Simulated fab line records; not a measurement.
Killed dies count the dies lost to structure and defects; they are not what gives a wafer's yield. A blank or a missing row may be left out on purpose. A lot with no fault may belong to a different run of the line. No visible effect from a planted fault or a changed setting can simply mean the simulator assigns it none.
fab line records + flow sfqLine
[record]
- lots = 7
- wafers = 21
- lastDay = 94
route steps=325 shown C5@240 M6@251
lots with no fault: from the same line, run without faults
startH: hours from the record's opening day to when the first of the lot's shown wafers began + waitH: hours from the lot's prior step to this one + " as in the row above + L1.1+2: a single row standing in for several wafers + - no value, or no start was given + * or withheld: withheld + < > ~ a bound
route shown NAME@n: a module of which the file shows steps, and the number in the route of the first + usual: the fault-free wafers' mean and standard deviation + same: alike in all rows + chamber/n: place in a boat + sites: the reading at each site + _std_site: the values' standard deviation + _edge_site: the outer-site mean with the inner-site mean subtracted + radiusMm: for every site, how far away it sits from the centre of the wafer + mask NAME#n: copy n + behind: the last tool/chamber to shape the wafer + hold: the reason the lot was held/the length of the hold in hours/how it ended + device: the n, p or np transistor that did not switch + end of line: the tests these same wafers got at the end of their route + a step without rows: its recipe alone + killed: dies lost to structure and defects at the first sort, not the wafer's yield + map: a wafer's dies, marking killed ones x, the rest . and places with no die _
set.NAME: the setting the step ran with; set.NAME@STEP: the setting that earlier step ran with + model.NAME: the simulator's own value behind a step, which no gauge read
lots seen at some steps along the route; tables by step, rows by wafer
services: the hour from which a tool's chamber was out of use, counted from the record's first day as startH (under 0 if before that day), plus the number of hours and why
[[steps]]
[step SFQ_TRILAYER_C5_LITHO_COAT_156]
[recipe]
- resist = BARC
- spinRpm = 3000
- resistThkNm = 62
[step SFQ_TRILAYER_C5_LITHO_COAT_151]
[recipe]
- resist = KrF
- spinRpm = 3000
- resistThkNm = 650
[step SFQ_TRILAYER_C5_LITHO_SOFTBAKE_155]
[recipe]
- tempC = withheld
- timeS = withheld
- resist = KrF
[step SFQ_TRILAYER_C5_LITHO_EXPOSE_152]
[recipe]
- maskId = C5
- na = 0.6
- sourceShape = conventional
- sigmaOuter = 0.65
- targetCdNm = 500
- doseMj = 21.3
[step SFQ_TRILAYER_C5_LITHO_PEB_154]
[recipe]
- pebTempC = 115
- pebTimeS = 60
- resist = KrF
[step SFQ_TRILAYER_C5_LITHO_DEVELOP_153]
[recipe]
- timeS = 60
- resist = KrF
[step SFQ_C5_OVL_MEAS_937]
[usual]
- C5_OVL = 1/5.3
| lot.wafer | tool       | chamber | startH  | waitH | C5_OVL[nm] |
|-----------|------------|---------|---------|-------|------------|
| L325.1    | overlay-01 | -       | 1715.93 | 0.1   | -3         |
| L325.2    | "          | -       | "       | "     | 4          |
| L325.4    | "          | -       | "       | "     | 3          |
| L329.1    | overlay-02 | -       | 1739.93 | 0.1   | -3         |
| L329.3    | "          | -       | "       | "     | -4         |
| L329.4    | "          | -       | "       | "     | -8         |
| L332.1    | overlay-01 | -       | 1785.65 | 0.1   | -1         |
| L332.2    | "          | -       | "       | "     | 3          |
| L332.3    | "          | -       | "       | "     | -2         |
| L338.3    | overlay-02 | -       | 1826.46 | 0.1   | 1          |
| L338.4    | "          | -       | "       | "     | 6          |
| L338.6    | "          | -       | "       | "     | -3         |
| L339.3    | overlay-01 | -       | 1827.66 | 0.1   | -7         |
| L339.4    | "          | -       | "       | "     | -6         |
| L339.5    | "          | -       | "       | "     | -4         |
| L342.3    | overlay-01 | -       | 1847.17 | 0.1   | -5         |
| L342.5    | "          | -       | "       | "     | 2          |
| L342.6    | "          | -       | "       | "     | 1          |
| L343.2    | overlay-02 | -       | 1854.37 | 0.1   | -8         |
| L343.3    | "          | -       | "       | "     | -9         |
| L343.4    | "          | -       | "       | "     | -9         |
[step SFQ_TRILAYER_C5_BARC_OPEN_VIA_ETCH_210]
[recipe]
- maskMaterial = PR
- chemistry = O2
- targetDepthNm = 125
- target = BARC
- sourceW = 500
- biasW = 80
- pressureMtorr = 30
- timeS = 41.7
[usual]
- drypumpMotorCurrentA = 5.6/0.38
- oesProductAu = 0.685/0.0044
| lot.wafer | tool       | chamber | startH  | waitH | drypumpMotorCurrentA | oesProductAu | rfHoursCounterH |
|-----------|------------|---------|---------|-------|----------------------|--------------|-----------------|
| L325.1    | rieDiel-02 | 1       | 1715.96 | 0.0   | 5.5                  | 0.685        | 17              |
| L325.2    | "          | 0       | "       | "     | 5.6                  | 0.684        | 7               |
| L325.4    | "          | 3       | "       | "     | 5.2                  | 0.684        | 13              |
| L329.1    | rieDiel-02 | 0       | 1739.96 | 0.0   | 5.7                  | 0.692        | 8               |
| L329.3    | "          | 1       | "       | "     | 5.5                  | 0.687        | 17              |
| L329.4    | "          | 3       | "       | "     | 5.2                  | 0.681        | 14              |
| L332.1    | rieDiel-04 | 2       | 1785.69 | 0.0   | 6.0                  | 0.693        | 14              |
| L332.2    | "          | 0       | "       | "     | 5.0                  | 0.688        | 16              |
| L332.3    | "          | 1       | "       | "     | 5.1                  | 0.682        | 11              |
| L338.3    | rieDiel-04 | 1       | 1826.49 | 0.0   | 5.1                  | 0.688        | 12              |
| L338.4    | "          | 3       | "       | "     | 5.6                  | 0.685        | 2               |
| L338.6    | "          | 1       | "       | "     | 5.1                  | 0.686        | -               |
| L339.3    | rieDiel-02 | 0       | 1827.69 | 0.0   | 5.6                  | 0.681        | 9               |
| L339.4    | "          | 1       | "       | "     | 5.5                  | 0.685        | 18              |
| L339.5    | "          | 0       | "       | "     | 5.6                  | 0.689        | -               |
| L342.3    | rieDiel-02 | 0       | 1847.20 | 0.0   | 5.6                  | 0.686        | 9               |
| L342.5    | "          | 0       | "       | "     | 5.6                  | 0.681        | -               |
| L342.6    | "          | 3       | "       | "     | 5.2                  | 0.684        | -               |
| L343.2    | rieDiel-04 | 2       | 1854.40 | 0.0   | 6.0                  | 0.683        | 15              |
| L343.3    | "          | 1       | "       | "     | 5.2                  | 0.686        | 12              |
| L343.4    | "          | 1       | "       | "     | 5.2                  | 0.682        | -               |
[step SFQ_TRILAYER_C5_ETCH_VIA_ETCH_154]
[recipe]
- target = SiO2
- maskMaterial = PR
- chemistry = CHF3
- targetDepthNm = 84
- sourceW = 500
- biasW = 80
- pressureMtorr = 30
- timeS = withheld
- stopOn = Nb
[usual]
- drypumpMotorCurrentA = 5.6/0.39
- oesProductAu = 0.895/0.008
| lot.wafer | tool       | chamber | startH  | waitH | drypumpMotorCurrentA | oesProductAu |
|-----------|------------|---------|---------|-------|----------------------|--------------|
| L325.1    | rieDiel-02 | 1       | 1716.00 | 0.0   | 5.5                  | 0.894        |
| L325.2    | "          | 0       | "       | "     | 5.6                  | 0.883        |
| L325.4    | "          | 3       | "       | "     | 5.2                  | 0.896        |
| L329.1    | rieDiel-02 | 0       | 1740.00 | 0.0   | 5.6                  | 0.891        |
| L329.3    | "          | 1       | "       | "     | 5.5                  | 0.882        |
| L329.4    | "          | 3       | "       | "     | 5.2                  | 0.896        |
| L332.1    | rieDiel-04 | 2       | 1785.73 | 0.0   | 6.0                  | 0.881        |
| L332.2    | "          | 0       | "       | "     | 5.0                  | 0.901        |
| L332.3    | "          | 1       | "       | "     | 5.1                  | 0.889        |
| L338.3    | rieDiel-04 | 1       | 1826.53 | 0.0   | 5.2                  | 0.890        |
| L338.4    | "          | 3       | "       | "     | 5.6                  | 0.898        |
| L338.6    | "          | 1       | "       | "     | 5.1                  | 0.895        |
| L339.3    | rieDiel-02 | 0       | 1827.73 | 0.0   | 5.6                  | 0.885        |
| L339.4    | "          | 1       | "       | "     | 5.5                  | 0.898        |
| L339.5    | "          | 0       | "       | "     | 5.7                  | 0.899        |
| L342.3    | rieDiel-02 | 0       | 1847.24 | 0.0   | 5.7                  | 0.894        |
| L342.5    | "          | 0       | "       | "     | 5.7                  | 0.902        |
| L342.6    | "          | 3       | "       | "     | 5.2                  | 0.898        |
| L343.2    | rieDiel-04 | 2       | 1854.44 | 0.0   | 6.0                  | 0.890        |
| L343.3    | "          | 1       | "       | "     | 5.2                  | 0.895        |
| L343.4    | "          | 1       | "       | "     | 5.2                  | 0.895        |
[step SFQ_TRILAYER_C5_STRIP_STRIP_155]
[recipe]
- gas = O2
- powerW = 200
- platenTempC = 40
- overashFraction = 0.65
- chemistry = O2
- pressureMtorr = 50
[usual]
- drypumpMotorCurrentA = 5.7/0.73
- oesProductAu = 0.999/0.011
| lot.wafer | tool        | chamber | startH  | waitH | drypumpMotorCurrentA | oesProductAu | rfHoursCounterH |
|-----------|-------------|---------|---------|-------|----------------------|--------------|-----------------|
| L325.1    | rieMetal-01 | 0       | 1716.05 | -     | 6.5                  | 1.000        | 111             |
| L325.2    | "           | 0       | "       | "     | 6.5                  | 1.000        | -               |
| L325.4    | "           | 0       | "       | "     | 6.6                  | 1.004        | -               |
| L329.1    | rieMetal-04 | 1       | 1740.05 | -     | 6.6                  | 0.985        | 47              |
| L329.3    | "           | 1       | "       | "     | 6.6                  | 0.984        | -               |
| L329.4    | "           | 0       | "       | "     | 5.6                  | 1.022        | -               |
| L332.1    | rieMetal-02 | 0       | 1785.77 | -     | 4.6                  | 0.991        | 13              |
| L332.2    | "           | 1       | "       | "     | 5.3                  | 0.995        | 117             |
| L332.3    | "           | 1       | "       | "     | 5.2                  | 0.983        | -               |
| L338.3    | rieMetal-02 | 0       | 1826.97 | -     | 4.6                  | 0.992        | -               |
| L338.4    | "           | 0       | "       | "     | 4.6                  | 0.988        | -               |
| L338.6    | "           | 0       | "       | "     | 4.6                  | 1.001        | -               |
| L339.3    | rieMetal-04 | 0       | 1827.97 | -     | 5.6                  | 1.014        | -               |
| L339.4    | "           | 1       | "       | "     | 6.6                  | 0.992        | -               |
| L339.5    | "           | 0       | "       | "     | 5.6                  | 1.015        | -               |
| L342.3    | rieMetal-01 | 0       | 1847.48 | -     | 6.6                  | 1.015        | -               |
| L342.5    | "           | 1       | "       | "     | 6.2                  | 0.996        | -               |
| L342.6    | "           | 1       | "       | "     | 6.2                  | 0.992        | -               |
| L343.2    | rieMetal-02 | 1       | 1854.48 | -     | 5.3                  | 0.987        | 2               |
| L343.3    | "           | 0       | "       | "     | 4.6                  | 1.006        | -               |
| L343.4    | "           | 1       | "       | "     | 5.3                  | 0.981        | -               |
[step SFQ_TRILAYER_C5_STRIP_SOLV_CLEAN_156]
[recipe]
- chemistry = NMP
- tempC = 70
- timeS = 600
[step SFQ_TRILAYER_M6_DEP_PRE_CLEAN_158]
[recipe]
- gas = Ar
- timeS = 22.5
- biasV = 250
[step SFQ_TRILAYER_M6_DEP_SPUTTER_157]
[recipe]
- material = Nb
- basePressurePa = 1.33e-06
- chamberPressurePa = 0.1333
- substrateTempC = 20
- targetThkNm = 200
- powerW = 2000
- timeS = 133.3
[usual]
- throttleValvePct = 29.8/0.99
| lot.wafer | tool          | chamber | startH  | waitH | throttleValvePct |
|-----------|---------------|---------|---------|-------|------------------|
| L325.1    | pvdSputter-05 | -       | 1717.45 | 0.0   | 30.2             |
| L325.2    | "             | -       | "       | "     | 32.0             |
| L325.4    | "             | -       | "       | "     | 30.7             |
| L325.1    | pvdSputter-05 | -       | 1717.71 | 0.2   | 30.0             |
| L325.2    | "             | -       | "       | "     | 31.7             |
| L325.4    | "             | -       | "       | "     | 30.7             |
| L329.1    | pvdSputter-04 | -       | 1740.85 | 0.0   | 28.2             |
| L329.3    | "             | -       | "       | "     | 30.3             |
| L329.4    | "             | -       | "       | "     | 29.0             |
| L329.1    | pvdSputter-04 | -       | 1741.11 | 0.2   | 28.3             |
| L329.3    | "             | -       | "       | "     | 30.7             |
| L329.4    | "             | -       | "       | "     | 28.8             |
| L332.1    | pvdSputter-05 | -       | 1786.58 | 0.0   | 30.2             |
| L332.2    | "             | -       | "       | "     | 29.4             |
| L332.3    | "             | -       | "       | "     | 30.2             |
| L332.1    | pvdSputter-05 | -       | 1786.84 | 0.2   | 30.6             |
| L332.2    | "             | -       | "       | "     | 29.4             |
| L332.3    | "             | -       | "       | "     | 30.2             |
| L338.3    | pvdSputter-04 | -       | 1827.98 | 0.0   | 30.8             |
| L338.4    | "             | -       | "       | "     | 30.8             |
| L338.6    | "             | -       | "       | "     | 30.8             |
| L339.3    | pvdSputter-03 | -       | 1828.75 | 0.0   | 30.2             |
| L339.4    | "             | -       | "       | "     | 29.5             |
| L339.5    | "             | -       | "       | "     | 30.1             |
| L342.3    | pvdSputter-04 | -       | 1848.30 | 0.0   | 30.5             |
| L342.5    | "             | -       | "       | "     | 28.0             |
| L342.6    | "             | -       | "       | "     | 28.8             |
| L343.2    | pvdSputter-04 | -       | 1855.29 | 0.0   | 27.9             |
| L343.3    | "             | -       | "       | "     | 29.0             |
| L343.4    | "             | -       | "       | "     | 30.7             |
[step SFQ_M6_RS_MEAS_938]
[recipe]
- thkMeasGauge = four-point-probe
- reads = Nb_of_TRILAYER_M6_DEP_SPUTTER_157
[usual]
- M6_NB_RS = 0.889/0.0093
| lot.wafer | tool         | chamber | startH  | waitH | M6_NB_RS[ohm/sq] |
|-----------|--------------|---------|---------|-------|------------------|
| L325.1    | filmMetro-01 | -       | 1717.80 | 0.0   | 0.439            |
| L325.2    | "            | -       | "       | "     | 0.442            |
| L325.4    | "            | -       | "       | "     | 0.447            |
| L329.1    | filmMetro-01 | -       | 1741.20 | 0.0   | 0.443            |
| L329.3    | "            | -       | "       | "     | 0.441            |
| L329.4    | "            | -       | "       | "     | 0.441            |
| L332.1    | filmMetro-02 | -       | 1786.93 | 0.0   | 0.439            |
| L332.2    | "            | -       | "       | "     | 0.434            |
| L332.3    | "            | -       | "       | "     | 0.438            |
| L338.3    | filmMetro-04 | -       | 1828.11 | 0.1   | 0.891            |
| L338.4    | "            | -       | "       | "     | 0.885            |
| L338.6    | "            | -       | "       | "     | 0.891            |
| L339.3    | filmMetro-04 | -       | 1828.88 | 0.1   | 0.912            |
| L339.4    | "            | -       | "       | "     | 0.906            |
| L339.5    | "            | -       | "       | "     | 0.899            |
| L342.3    | filmMetro-01 | -       | 1848.43 | 0.1   | 0.883            |
| L342.5    | "            | -       | "       | "     | 0.889            |
| L342.6    | "            | -       | "       | "     | 0.880            |
| L343.2    | filmMetro-01 | -       | 1855.40 | 0.1   | 0.897            |
| L343.3    | "            | -       | "       | "     | 0.901            |
| L343.4    | "            | -       | "       | "     | 0.890            |
[step SFQ_TRILAYER_M6_LITHO_COAT_164]
[recipe]
- resist = BARC
- spinRpm = 3000
- resistThkNm = 62
[step SFQ_TRILAYER_M6_LITHO_COAT_159]
[recipe]
- resist = KrF
- spinRpm = 3000
- resistThkNm = 600
[step SFQ_TRILAYER_M6_LITHO_SOFTBAKE_163]
[recipe]
- tempC = withheld
- timeS = withheld
- resist = KrF
[step SFQ_TRILAYER_M6_LITHO_EXPOSE_160]
[recipe]
- maskId = M6
- na = 0.6
- sourceShape = conventional
- sigmaOuter = 0.65
- targetCdNm = 500
- doseMj = 14.4
[step SFQ_TRILAYER_M6_LITHO_PEB_162]
[recipe]
- pebTempC = 115
- pebTimeS = 60
- resist = KrF
[step SFQ_TRILAYER_M6_LITHO_DEVELOP_161]
[recipe]
- timeS = 60
- resist = KrF
[step SFQ_M6_OVL_MEAS_940]
[usual]
- M6_OVL = -3/4.8
| lot.wafer | tool       | chamber | startH  | waitH | M6_OVL[nm] |
|-----------|------------|---------|---------|-------|------------|
| L325.1    | overlay-02 | -       | 1721.17 | 0.1   | 5          |
| L325.2    | "          | -       | "       | "     | 4          |
| L325.4    | "          | -       | "       | "     | 5          |
| L329.1    | overlay-01 | -       | 1743.63 | 0.1   | 4          |
| L329.3    | "          | -       | "       | "     | 1          |
| L329.4    | "          | -       | "       | "     | 2          |
| L332.1    | overlay-01 | -       | 1906.15 | 0.1   | -1         |
| L332.2    | "          | -       | "       | "     | -3         |
| L332.3    | "          | -       | "       | "     | 1          |
| L338.3    | overlay-02 | -       | 1934.78 | 0.1   | -3         |
| L338.4    | "          | -       | "       | "     | -9         |
| L338.6    | "          | -       | "       | "     | 1          |
| L339.3    | overlay-01 | -       | 1935.98 | 0.1   | -8         |
| L339.4    | "          | -       | "       | "     | -13        |
| L339.5    | "          | -       | "       | "     | -3         |
| L342.3    | overlay-01 | -       | 1940.78 | 0.1   | 0          |
| L342.5    | "          | -       | "       | "     | 1          |
| L342.6    | "          | -       | "       | "     | 1          |
| L343.2    | overlay-01 | -       | 1945.58 | 0.1   | 2          |
| L343.3    | "          | -       | "       | "     | 1          |
| L343.4    | "          | -       | "       | "     | -1         |
[step SFQ_TRILAYER_M6_BARC_OPEN_METAL_ETCH_206]
[recipe]
- maskMaterial = PR
- chemistry = O2
- targetDepthNm = 125
- target = BARC
- icpW = 600
- biasW = 80
- pressureMtorr = 10
- timeS = 41.7
[usual]
- drypumpMotorCurrentA = 6.0/0.37
- oesProductAu = 0.685/0.0042
| lot.wafer | tool        | chamber | startH  | waitH | drypumpMotorCurrentA | oesProductAu | rfHoursCounterH |
|-----------|-------------|---------|---------|-------|----------------------|--------------|-----------------|
| L325.1    | rieMetal-04 | 0       | 1721.21 | 0.0   | 5.6                  | 0.679        | 92              |
| L325.2    | "           | 1       | "       | "     | 6.6                  | 0.678        | 44              |
| L325.4    | "           | 0       | "       | "     | 5.6                  | 0.690        | -               |
| L329.1    | rieMetal-01 | 1       | 1743.67 | 0.0   | 6.2                  | 0.689        | 1               |
| L329.3    | "           | 1       | "       | "     | 6.2                  | 0.682        | -               |
| L329.4    | "           | 1       | "       | "     | 6.2                  | 0.688        | -               |
| L332.1    | rieMetal-04 | 1       | 1906.18 | 0.0   | 6.6                  | 0.690        | 68              |
| L332.2    | "           | 0       | "       | "     | 5.6                  | 0.688        | 116             |
| L332.3    | "           | 1       | "       | "     | 6.6                  | 0.686        | -               |
| L338.3    | rieMetal-01 | 0       | 1934.83 | 0.0   | 6.5                  | 0.686        | -               |
| L338.4    | "           | 1       | "       | "     | 6.2                  | 0.690        | -               |
| L338.6    | "           | 1       | "       | "     | 6.2                  | 0.692        | -               |
| L339.3    | rieMetal-04 | 0       | 1936.03 | 0.0   | 5.6                  | 0.689        | -               |
| L339.4    | "           | 1       | "       | "     | 6.6                  | 0.682        | -               |
| L339.5    | "           | 0       | "       | "     | 5.6                  | 0.682        | -               |
| L342.3    | rieMetal-04 | 0       | 1940.83 | 0.0   | 5.6                  | 0.693        | -               |
| L342.5    | "           | 1       | "       | "     | 6.6                  | 0.685        | -               |
| L342.6    | "           | 0       | "       | "     | 5.6                  | 0.684        | -               |
| L343.2    | rieMetal-01 | 1       | 1945.61 | 0.0   | 6.2                  | 0.685        | 33              |
| L343.3    | "           | 1       | "       | "     | 6.2                  | 0.681        | -               |
| L343.4    | "           | 0       | "       | "     | 6.5                  | 0.692        | -               |
[step SFQ_TRILAYER_M6_ETCH_METAL_ETCH_162]
[recipe]
- target = Nb
- stopOn = SiO2
- maskMaterial = PR
- chemistry = Cl2/Ar
- targetDepthNm = 240
- icpW = 600
- biasW = 80
- pressureMtorr = 10
- timeS = 120
[usual]
- drypumpMotorCurrentA = 6.0/0.36
- oesProductAu = 0.896/0.0071
| lot.wafer | tool        | chamber | startH  | waitH | drypumpMotorCurrentA | oesProductAu | rfHoursCounterH | model.M6.featureDepthNm | model.etch.depthNm |
|-----------|-------------|---------|---------|-------|----------------------|--------------|-----------------|-------------------------|--------------------|
| L325.1    | rieMetal-04 | 0       | 1721.27 | 0.0   | 5.6                  | 1.012        | 92              | 244.1                   | 244.1              |
| L325.2    | "           | 1       | "       | "     | 6.6                  | 0.980        | 44              | 235.1                   | 235.1              |
| L325.4    | "           | 0       | "       | "     | 5.6                  | 1.020        | -               | 246.1                   | 246.1              |
| L329.1    | rieMetal-01 | 1       | 1743.79 | 0.1   | 6.1                  | 0.986        | 1               | 234.7                   | 234.7              |
| L329.3    | "           | 1       | "       | "     | 6.2                  | 0.975        | -               | 233.9                   | 233.9              |
| L329.4    | "           | 1       | "       | "     | 6.2                  | 0.993        | -               | 234.9                   | 234.9              |
| L332.1    | rieMetal-04 | 1       | 1906.24 | 0.0   | 6.6                  | 1.000        | 68              | 236.4                   | 236.4              |
| L332.2    | "           | 0       | "       | "     | 5.6                  | 1.011        | 116             | 245.3                   | 245.3              |
| L332.3    | "           | 1       | "       | "     | 6.6                  | 0.989        | -               | 235.2                   | 235.2              |
| L338.3    | rieMetal-01 | 0       | 1934.91 | 0.1   | 6.6                  | 0.889        | -               | 200                     | 200                |
| L338.4    | "           | 1       | "       | "     | 6.2                  | 0.901        | -               | 201.3                   | 201.3              |
| L338.6    | "           | 1       | "       | "     | 6.2                  | 0.902        | -               | 200.1                   | 200.1              |
| L339.3    | rieMetal-04 | 0       | 1936.11 | 0.1   | 5.6                  | 0.887        | -               | 195.3                   | 195.3              |
| L339.4    | "           | 1       | "       | "     | 6.6                  | 0.880        | -               | 197.1                   | 197.1              |
| L339.5    | "           | 0       | "       | "     | 5.6                  | 0.890        | -               | 198.4                   | 198.4              |
| L342.3    | rieMetal-04 | 0       | 1940.91 | 0.1   | 5.6                  | 0.893        | -               | 201.7                   | 201.7              |
| L342.5    | "           | 1       | "       | "     | 6.6                  | 0.896        | -               | 200.7                   | 200.7              |
| L342.6    | "           | 0       | "       | "     | 5.6                  | 0.896        | -               | 203.3                   | 203.3              |
| L343.2    | rieMetal-01 | 1       | 1945.67 | 0.0   | 6.2                  | 0.892        | 33              | 198.1                   | 198.1              |
| L343.3    | "           | 1       | "       | "     | 6.2                  | 0.891        | -               | 198.2                   | 198.2              |
| L343.4    | "           | 0       | "       | "     | 6.5                  | 0.889        | -               | 200                     | 200                |
[step SFQ_TRILAYER_M6_STRIP_STRIP_163]
[recipe]
- gas = O2
- powerW = 200
- platenTempC = 40
- overashFraction = 0.65
- chemistry = O2
- pressureMtorr = 50
[usual]
- drypumpMotorCurrentA = 6.0/0.37
- oesProductAu = 1.002/0.012
| lot.wafer | tool        | chamber | startH  | waitH | drypumpMotorCurrentA | oesProductAu | rfHoursCounterH |
|-----------|-------------|---------|---------|-------|----------------------|--------------|-----------------|
| L325.1    | rieMetal-04 | 0       | 1721.39 | 0.1   | 5.6                  | 1.008        | 92              |
| L325.2    | "           | 1       | "       | "     | 6.6                  | 0.997        | 44              |
| L325.4    | "           | 0       | "       | "     | 5.6                  | 1.019        | -               |
| L329.1    | rieMetal-01 | 1       | 1744.04 | 0.2   | 6.2                  | 0.983        | 1               |
| L329.3    | "           | 1       | "       | "     | 6.2                  | 0.982        | -               |
| L329.4    | "           | 1       | "       | "     | 6.2                  | 0.978        | -               |
| L332.1    | rieMetal-04 | 1       | 1906.37 | 0.1   | 6.6                  | 0.991        | 68              |
| L332.2    | "           | 0       | "       | "     | 5.6                  | 1.016        | 117             |
| L332.3    | "           | 1       | "       | "     | 6.6                  | 0.982        | -               |
| L338.3    | rieMetal-01 | 0       | 1935.19 | 0.2   | 6.6                  | 1.005        | -               |
| L338.4    | "           | 1       | "       | "     | 6.2                  | 0.990        | -               |
| L338.6    | "           | 1       | "       | "     | 6.2                  | 0.982        | -               |
| L339.3    | rieMetal-04 | 0       | 1936.39 | 0.2   | 5.6                  | 1.016        | -               |
| L339.4    | "           | 1       | "       | "     | 6.6                  | 0.988        | -               |
| L339.5    | "           | 0       | "       | "     | 5.6                  | 1.020        | -               |
| L342.3    | rieMetal-04 | 0       | 1941.19 | 0.2   | 5.6                  | 1.009        | -               |
| L342.5    | "           | 1       | "       | "     | 6.6                  | 0.991        | -               |
| L342.6    | "           | 0       | "       | "     | 5.6                  | 1.022        | -               |
| L343.2    | rieMetal-01 | 1       | 1945.79 | 0.1   | 6.2                  | 1.001        | 33              |
| L343.3    | "           | 1       | "       | "     | 6.2                  | 0.996        | -               |
| L343.4    | "           | 0       | "       | "     | 6.5                  | 1.003        | -               |
[[services]]
| tool          | chamber | startH  | hours | kind                        |
|---------------|---------|---------|-------|-----------------------------|
| rieDiel-02    | 0       | 1709.52 | 3.2   | repair                      |
| pvdSputter-03 | -       | 1710.35 | 2.7   | repair                      |
| rieMetal-01   | 1       | 1711.55 | -     | clean                       |
| rieMetal-01   | 1       | 1711.55 | -     | consumableReplace:focusRing |
| rieMetal-01   | 1       | 1711.55 | 28.3  | scheduledDown               |
| pvdSputter-03 | -       | 1721.39 | 3.4   | repair                      |
| rieMetal-04   | -       | 1742.01 | 1.8   | repair                      |
| rieDiel-02    | 2       | 1746.08 | 30.8  | repair                      |
| pvdSputter-05 | -       | 1770.59 | 1.5   | repair                      |
| rieMetal-01   | 0       | 1771.21 | 19.0  | repair                      |
| rieDiel-04    | 1       | 1777.88 | 5.5   | repair                      |
| rieDiel-02    | 1       | 1795.71 | 11.5  | repair                      |
| pvdSputter-04 | -       | 1798.88 | 5.0   | repair                      |
| pvdSputter-05 | -       | 1805.00 | 7.6   | repair                      |
| rieMetal-02   | -       | 1810.71 | 0.4   | repair                      |
| rieDiel-02    | 3       | 1844.86 | 1.4   | repair                      |
| pvdSputter-04 | -       | 1845.65 | 0.5   | repair                      |
| rieDiel-04    | 0       | 1853.49 | 4.0   | repair                      |
| pvdSputter-04 | -       | 1858.67 | 2.8   | repair                      |
| rieDiel-02    | -       | 1880.22 | 0.2   | repair                      |
| rieDiel-04    | 0       | 1881.36 | 8.6   | repair                      |
| rieDiel-02    | 2       | 1900.06 | 2.2   | repair                      |
| rieDiel-02    | 3       | 1931.10 | 13.0  | repair                      |
| rieMetal-02   | 1       | 1943.00 | 3.4   | repair                      |
[[key]]
[firstSign]
- step = SFQ_TRILAYER_M6_DEP_SPUTTER_157
- reading = visit
- direction = added
[effect]
- step = SFQ_M6_RS_MEAS_938
- reading = M6_NB_RS
- direction = down
- sigmas = 48
- usual = 0.889
- struck = 0.440
[effect]
- step = SFQ_TRILAYER_M6_ETCH_METAL_ETCH_162
- reading = oesProductAu
- direction = up
- sigmas = 14
- usual = 0.896
- struck = 0.996
[modelEffect]
- step = SFQ_TRILAYER_M6_ETCH_METAL_ETCH_162
- value = M6.featureDepthNm
- without = 201.3
- struck = 238.4
metAt SFQ_TRILAYER_M6_DEP_SPUTTER_157
struckWafers L325.1,L325.2,L325.4,L329.1,L329.3,L329.4,L332.1,L332.2,L332.3
[fault]
- kind = repeatedStepWhole
- tool = pvdSputter-03,pvdSputter-04,pvdSputter-05
- chamber = -
- onsetH = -
- steps = SFQ_TRILAYER_M6_DEP_SPUTTER_157
- times = 1
- scope = struckLotsOnly
